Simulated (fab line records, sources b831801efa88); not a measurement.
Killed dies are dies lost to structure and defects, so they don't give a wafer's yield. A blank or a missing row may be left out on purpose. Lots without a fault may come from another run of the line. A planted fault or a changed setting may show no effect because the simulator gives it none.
A struck lot beside a sound one | flow sfq_line | 28 steps out of a route of 325
Sound: wafers L474.3, L474.5, L474.6. Struck: wafers L478.3, L478.5, L478.6. The cause comes at the end.
At each step with rows: each side's tool, then ch and its chambers, then its first start. Under that, the readings that differ: sound wafers | struck wafers | difference of the means | sigmas: that difference in standard deviations of wafers without a fault.
alike: readings whose means differ by less than 2 such deviations, and words and numbers that are the same on both sides. not compared: withheld readings, readings that some wafer has no value for, bounds like >300 that may hide the same value, and numbers for which the record gives no deviation and whose values overlap.
The two part at a step that has a row with sigmas, a row that says differs or no value, or rows on one side only. Numbers that don't overlap but have no deviation are shown without sigmas and don't part them. A reading that every wafer of one side lacks parts them only if that side has two wafers or more.

first, 6 steps without rows for these wafers: SFQ_TRILAYER_M2_LITHO_COAT_062 (resist thk 62 nm); SFQ_TRILAYER_M2_LITHO_COAT_057 (resist thk 600 nm); SFQ_TRILAYER_M2_LITHO_SOFTBAKE_061; SFQ_TRILAYER_M2_LITHO_EXPOSE_058 (exposes mask M2, target cd 500 nm); SFQ_TRILAYER_M2_LITHO_PEB_060 (peb time 60 s); SFQ_TRILAYER_M2_LITHO_DEVELOP_059 (time 60 s).
SFQ_M2_OVL_MEAS_916:
  sound on overlay-02, day 20 03:06; struck on overlay-02, day 21 10:18
  alike: M2_OVL
then, 1 step without rows for these wafers: SFQ_TRILAYER_M2_BARC_OPEN_METAL_ETCH_077 (etches BARC in O2, target depth 125 nm, time 41.7 s).
SFQ_TRILAYER_M2_ETCH_METAL_ETCH_060: etches Nb in Cl2/Ar, stops on SiO2, target depth 240 nm, time 120 s.
  sound on rie_metal-02 ch 0,1, day 20 03:13; struck on rie_metal-02 ch 0,1, day 21 10:31
  alike: bias_w, drypump_motor_current_A, oes_product_au
  not compared: rf_hours_counter_h
SFQ_TRILAYER_M2_STRIP_STRIP_061: strips in O2.
  sound on rie_metal-02 ch 0,1, day 20 03:31; struck on rie_metal-02 ch 0,1, day 21 10:47
  alike: drypump_motor_current_A, oes_product_au
  not compared: rf_hours_counter_h
then, 1 step without rows for these wafers: SFQ_TRILAYER_M2_STRIP_SOLV_CLEAN_062 (cleans in NMP, time 600 s).
SFQ_TRILAYER_I2_DEP_PECVD_063: deposits SiO2 from SiH4/N2O, time 111.11 s, target thk 500 nm.
  sound on pecvd-02 ch 0,1,2, day 20 04:16; struck on pecvd-01 ch 1,2, day 21 11:23
  alike: heater_power_w, throttle_valve_pct
SFQ_TRILAYER_I2_CMP_CMP_064: polishes SiO2.
  sound on cmp-01 ch 0,2,3, day 20 13:43; struck on cmp-02 ch 0,1,2, day 22 01:40
  reading                                             | sound             | struck            | difference | sigmas
  time_to_endpoint_s (s)                              | 205 225 213       | 227 253 233       | +23        | +2
  model.SiO2_of_TRILAYER_I2_DEP_PECVD_063.thk_nm (nm) | 200.9 199.5 200.8 | 180.1 182.3 181.9 | -19.0      |
  alike: motor_current_A
SFQ_I2_BOW_MEAS_917:
  sound on film_metro-03, day 20 15:16; struck on film_metro-01, day 22 03:12
  alike: I2_BOW
SFQ_TRILAYER_I2_METRO_MEASURE_065:
  sound on film_metro-03, day 20 15:44; struck on film_metro-01, day 22 03:41
  reading     | sound             | struck            | difference | sigmas
  thk_nm (nm) | 200.9 199.5 200.7 | 180.1 182.3 182.0 | -18.9      | -14
then, 6 steps without rows for these wafers: SFQ_TRILAYER_I2_VIA_LITHO_COAT_072 (resist thk 62 nm); SFQ_TRILAYER_I2_VIA_LITHO_COAT_067 (resist thk 650 nm); SFQ_TRILAYER_I2_VIA_LITHO_SOFTBAKE_071; SFQ_TRILAYER_I2_VIA_LITHO_EXPOSE_068 (exposes mask I2, target cd 500 nm); SFQ_TRILAYER_I2_VIA_LITHO_PEB_070 (peb time 60 s); SFQ_TRILAYER_I2_VIA_LITHO_DEVELOP_069 (time 60 s).
-- the record jumps here: 4 days lie between the struck wafers' starts before and after --
SFQ_I2_OVL_MEAS_918:
  sound on overlay-02, day 25 05:35; struck on overlay-02, day 26 10:17
  reading     | sound       | struck | difference | sigmas
  I2_OVL (nm) | -17 -12 -14 | 5 -8 3 | +14        | +3
SFQ_TRILAYER_I2_VIA_BARC_OPEN_VIA_ETCH_096: etches BARC in O2, target depth 125 nm, time 41.7 s.
  sound on rie_diel-04 ch 0,1,2, day 25 05:37; struck on rie_diel-04 ch 2,3, day 26 10:19
  alike: bias_w, drypump_motor_current_A, oes_product_au
  not compared: rf_hours_counter_h
SFQ_TRILAYER_I2_VIA_ETCH_VIA_ETCH_070: etches SiO2 in CHF3, stops on Nb, target depth 260 nm.
  sound on rie_diel-04 ch 0,1,2, day 25 05:39; struck on rie_diel-04 ch 2,3, day 26 10:21
  reading                        | sound             | struck            | difference | sigmas
  oes_product_au (a.u.)          | 0.853 0.865 0.859 | 0.808 0.810 0.810 | -0.050     | -9
  model.etch.depth_nm (nm)       | 200.9 199.5 200.8 | 180.1 182.3 181.9 | -19.0      |
  model.I2.feature_depth_nm (nm) | 200.9 199.5 200.8 | 180.1 182.3 181.9 | -19.0      |
  alike: bias_w, drypump_motor_current_A
then, 2 steps without rows for these wafers: SFQ_TRILAYER_I2_VIA_STRIP_STRIP_071 (strips in O2); SFQ_TRILAYER_I2_VIA_STRIP_SOLV_CLEAN_072 (cleans in NMP, time 600 s).
SFQ_TRILAYER_M3_DEP_PRE_CLEAN_074: time 22.5 s.
  sound on pvd_sputter-04, day 25 06:32; struck on pvd_sputter-05, day 26 11:14
  reading                                             | sound           | struck            | difference | sigmas
  model.SiO2_of_TRILAYER_I2_DEP_PECVD_063.thk_nm (nm) | 193.4 192 193.3 | 172.6 174.8 174.4 | -19.0      |
SFQ_TRILAYER_M3_DEP_SPUTTER_073: material Nb, target thk 200 nm, time 133.3 s.
  sound on pvd_sputter-04, day 25 06:34; struck on pvd_sputter-05, day 26 11:16
  alike: substrate_temp_c, throttle_valve_pct

WHERE THEY PART
First at SFQ_TRILAYER_I2_CMP_CMP_064; last, within this record, at SFQ_TRILAYER_I2_VIA_ETCH_VIA_ETCH_070. Later steps at which nothing parts them and some readings are alike: SFQ_TRILAYER_M3_DEP_SPUTTER_073.

WHY: what the simulator had put in
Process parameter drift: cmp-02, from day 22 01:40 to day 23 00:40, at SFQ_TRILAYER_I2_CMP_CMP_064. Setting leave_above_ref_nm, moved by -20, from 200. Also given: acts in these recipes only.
